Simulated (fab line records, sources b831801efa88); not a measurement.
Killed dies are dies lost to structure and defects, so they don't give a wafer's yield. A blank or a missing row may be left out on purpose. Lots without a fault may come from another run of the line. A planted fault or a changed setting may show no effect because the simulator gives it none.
Chamber matching | flow gf180mcu | GF_PASSIVATION_CVD_02 on pecvd-04: 3 sister chambers
The step deposits Si3N4, target thk 700 nm, time 486.18 s. 6 wafers are shown with their chamber, then 12 later ones without.

WAFERS WITH THEIR CHAMBER
wafer  | chamber | heater_power_w (W)
L081.1 | 2       | 736
L089.2 | 2       | 720
L089.5 | 1       | 728
L090.1 | 0       | 774
L090.4 | 1       | 796
L090.6 | 0       | 829

WAFERS WITHOUT THEIR CHAMBER
wafer  | heater_power_w (W)
L091.1 | 768
L091.4 | 764
L091.6 | 640
L092.2 | 759
L092.4 | 787
L092.6 | 604
L093.1 | 683
L093.3 | 788
L093.4 | 618
L094.1 | 734
L094.2 | 660
L094.5 | 760

WHICH CHAMBER EACH WENT THROUGH
wafer  | from the rows above          | in truth
L091.1 | can't be placed: 1 or 0 or 2 | 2
L091.4 | can't be placed: 1 or 2 or 0 | 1
L091.6 | can't be placed: 2 or 1      | 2
L092.2 | can't be placed: 1 or 2 or 0 | 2
L092.4 | can't be placed: 0 or 1 or 2 | 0
L092.6 | can't be placed: 2 or 1      | 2
L093.1 | can't be placed: 2 or 1      | 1
L093.3 | can't be placed: 0 or 1 or 2 | 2
L093.4 | can't be placed: 2 or 1      | 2
L094.1 | can't be placed: 2 or 1 or 0 | 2
L094.2 | can't be placed: 2 or 1      | 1
L094.5 | can't be placed: 1 or 2 or 0 | 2
Placed correctly: 0 of 12. Can't be placed from these rows: 12 (the true chamber is among the candidates in 12). Placed wrongly: 0.
How it was worked out, from the rows above alone: a wafer's distance from a chamber is the root of the sum, over the readings, of the square of ((its reading less the chamber's mean) divided by the reading's scatter). The wafer belongs to the nearest chamber; if the next one is less than 2 further off, it can't be placed. A chamber's mean is the mean of its shown wafers. The scatter: the root of (the sum of the squares of (reading less its chamber's mean) over the shown wafers, divided by (wafers less chambers)).
